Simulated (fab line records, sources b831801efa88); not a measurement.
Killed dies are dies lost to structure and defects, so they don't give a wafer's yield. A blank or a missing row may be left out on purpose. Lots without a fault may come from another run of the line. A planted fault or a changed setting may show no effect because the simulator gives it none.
Problem report in the 8D (eight disciplines) form, filled by code | flow gf180mcu | the parts of the form that need people (team, actions taken, sign-off) are left out

1. THE PROBLEM
HV_LDD_2_TW at GF_HV_LDD_TW_MEAS_23 reads a mean of 962 on 9 wafers of 3 lots; wafers without a fault read 1054 with a standard deviation of 14. That is -6.6 standard deviations from the usual mean.
First seen on wafer L778.2, day 15 17:06, on film_metro-02. The record holds 39 wafers of 13 lots with a number at this step. Rule for "out", or "out of limits": more than 4 standard deviations from the usual mean. The other wafers with a number count as sound.

2. WHAT IT IS AND WHAT IT IS NOT
question                    | is                           | is not
which readings at this step | HV_LDD_2_TW                  | -
which lots                  | L778, L780, L781             | L763, L765, L767, L769, L770, L771, L772, L774, L782, L786
which wafers of those lots  | all that have a number       | -
read on which gauges        | film_metro-02, film_metro-04 | film_metro-03
when                        | from day 15 17:06            | up to then (24 sound wafers); but 6 sound wafers of L782, L786 came after

3. SUSPECTS, AND WHAT RULES EACH OUT
Counting: a tool at a process step up to the reading stays a suspect if it ran every lot that is out and no sound lot after the first of them.
- the gauge at GF_HV_LDD_TW_MEAS_23: ruled out. The wafers that are out were read on 2 gauges (film_metro-02, film_metro-04).
- implanter-04 at GF_HV_LDD_IMPLANT_21: kept. It ran every lot that is out, first L778 (day 15 16:52), and no sound lot after that; its last sound lot up to then is L771 (day 13 07:22). Its own readings are out on those wafers: dose_ions_cm2, faraday_current_uA.
Left after counting: implanter-04 at GF_HV_LDD_IMPLANT_21.

4. THE CAUSE (what the simulator had put in)
Process parameter drift: implanter-04, from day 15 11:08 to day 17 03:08, at GF_HV_LDD_IMPLANT_21. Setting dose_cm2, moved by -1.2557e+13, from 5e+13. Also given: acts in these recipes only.
Counting left only this tool.

5. THE CHAIN OF EFFECTS, in route order
Each row: a reading whose mean over the struck wafers that have a number lies more than 3 standard deviations from the usual. Only readings for which the record gives a usual standard deviation are gone through. hours: the time from each lot's start at the first step in this table that gives one to its start at this step, as a median over the lots. sigmas: the change in usual standard deviations.
hours | step                 | reading            | usual     | on struck wafers | change     | sigmas
0     | GF_HV_LDD_IMPLANT_21 | dose_ions_cm2      | 5.001e+13 | 3.746e+13        | -1.255e+13 | -99 or more
0     | GF_HV_LDD_IMPLANT_21 | faraday_current_uA | 282       | 211              | -71        | -12
0     | GF_HV_LDD_TW_MEAS_23 | HV_LDD_2_TW        | 1054      | 962              | -92        | -6.6
The process steps in it:
- GF_HV_LDD_IMPLANT_21
Later measuring or inspecting steps at which every struck wafer that the step has a row for has a number for every such reading, and none has moved that far: GF_V1_THK_MEAS_03.

6. WHAT WOULD HAVE CAUGHT IT SOONER
In this record the first reading out of limits at a measuring or inspecting step was taken at day 15 17:06, 6 hours after the fault began at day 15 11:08.
The tool's own readings at GF_HV_LDD_IMPLANT_21 were out on every struck wafer that the step has a row for (dose_ions_cm2, faraday_current_uA): an alarm limit on them would have fired on the first of those.
Of the lots that are out (3), L780, L781 began GF_HV_LDD_IMPLANT_21 on implanter-04 after day 15 17:06. A hold on the tool at that time would have spared those 2.
